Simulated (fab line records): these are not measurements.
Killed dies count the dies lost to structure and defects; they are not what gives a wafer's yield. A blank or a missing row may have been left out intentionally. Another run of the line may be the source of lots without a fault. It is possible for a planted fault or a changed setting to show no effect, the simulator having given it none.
Struck lot and sound lot, side by side    flow sky130    18 steps out of a route of 708
Sound: wafers L875.1, L875.2, L875.4. Struck: wafers L880.1, L880.3 (left out: L880.4, a lot-mate that was not struck); the cause follows at the end.
Order at every step that has rows: each side's tool, ch and its chambers, its first start. Under that, the readings that differ: sound wafers    struck wafers    difference of the means    sigmas: that difference in standard deviations of wafers without a fault.
alike: words and numbers the same on both sides, and readings whose means are apart by under 2 such deviations; not compared: readings that were withheld, readings missing a value for some wafer, numbers with overlapping values and no deviation given by the record, and bounds like >300 which may hide the same value.
The two part at a step that has a row with sigmas, a row that says differs or no value, or rows on one side only. Numbers that don't overlap but have no deviation are shown without sigmas and don't part them. Lack of a reading on every wafer of one side parts them only where that side has two or more wafers.

first, 3 steps without rows for these wafers: SKY_VIA1_EXPOSE_09 (exposes mask VIM, target cd 150 nm); SKY_VIA1_PEB_10; SKY_VIA1_DEVELOP_11 (develop time 61.65 s).
SKY_VIA1_CD_MEAS_12 targets a cd of 150 nm.
  sound on cd_sem-02 at day 33 16:11; struck on cd_sem-01 at day 35 11:44
  alike: cd_nm
SKY_VIA1_OVL_MEAS_13:
  sound on overlay-02 at day 33 16:19; struck on overlay-01 at day 35 11:51
  alike: VIA1_OVL
SKY_VIA1_ETCH_14: etches BARC in N2/H2, stops on SiO2, time 45.9 s, target depth 60 nm.
  sound on rie_diel-01 ch 0,1,3, day 33 16:20; struck on rie_diel-04 ch 0,1, day 35 11:53
  alike: drypump_motor_current_A, oes_product_au, throttle_valve_pct
  not compared: rf_hours_counter_h
SKY_VIA1_ETCH_15: etches SiO2 in C4F8/O2/Ar, stops on TiN, target depth 351 nm, time 54 s.
  sound on rie_diel-01 ch 0,1,3, day 33 16:23; struck on rie_diel-04 ch 0,1, day 35 11:56
  alike: oes_product_au
SKY_VIA1_STRIP_16: strips in O2/N2.
  sound on plasma_asher-03 ch 0,1, day 33 16:26; struck on plasma_asher-01 ch 0, day 35 11:59
  alike: drypump_motor_current_A, oes_product_au, strip_time_to_endpoint_s
  not compared: rf_hours_counter_h
then, 3 steps without rows for these wafers: SKY_VIA1_STRIP_17 (strips in post etch residue remover, time 1200 s); SKY_VIA1_CLEAN_18 (cleans in IPA, time 180 s); SKY_VIA1_CLEAN_19 (cleans in O3/DIW).
SKY_VIA1_SPUTTER_20: material TiN, target thk 20 nm, time 80 s.
  sound on pvd_sputter-02 at day 33 17:06; struck on pvd_sputter-01 at day 35 12:34
  alike: throttle_valve_pct
SKY_VIA1_CVD_21: deposits W, target thk 270 nm, time 80.902 s.
  sound on cvd_w-02 ch 0,1, day 33 17:10; struck on cvd_w-02 ch 1, day 35 12:38
reading                             sound              struck       difference  sigmas
model.W_of_VIA1_CVD_21.thk_nm (nm)  267.7 274.8 270.4  178.7 175.1  -94.1       
  alike: heater_power_w
SKY_VIA1_RS_MEAS_22: uses a four-point probe to measure.
  sound on film_metro-04 at day 33 17:16; struck on film_metro-02 at day 35 12:43
reading             sound              struck       difference  sigmas
VIA1_W_RS (ohm/sq)  0.430 0.418 0.426  0.649 0.663  +0.231      +33
SKY_VIA1_THK_MEAS_23: measures by xrf.
  sound on film_metro-04 at day 33 17:23; struck on film_metro-02 at day 35 12:50
reading          sound        struck   difference  sigmas
VIA1_W_THK (nm)  265 270 267  179 175  -90         -19
SKY_VIA1_CMP_24: polishes, stops on SiO2, t overpolish 15 s, target thk 0 nm.
  sound on cmp-01 ch 0,1,3, day 33 17:43; struck on cmp-01 ch 1,2, day 35 12:54
reading                 sound     struck  difference  sigmas
time_to_endpoint_s (s)  65 65 62  41 40   -24         -6
  alike: motor_current_A
SKY_METAL2_SPUTTER_00: material Ti, target thk 15 nm, time 10 s.
  sound on pvd_sputter-04 at day 33 17:58; struck on pvd_sputter-02 at day 35 13:12
  alike: throttle_valve_pct
after that, 1 step had no rows for these wafers: SKY_PAD_OPEN_PROBE_99.

## WHERE THEY PART
First at SKY_VIA1_RS_MEAS_22; last, within this record, at SKY_VIA1_CMP_24. Later steps at which nothing parts them and some readings are alike: SKY_METAL2_SPUTTER_00.

WHY: whatever the simulator had introduced
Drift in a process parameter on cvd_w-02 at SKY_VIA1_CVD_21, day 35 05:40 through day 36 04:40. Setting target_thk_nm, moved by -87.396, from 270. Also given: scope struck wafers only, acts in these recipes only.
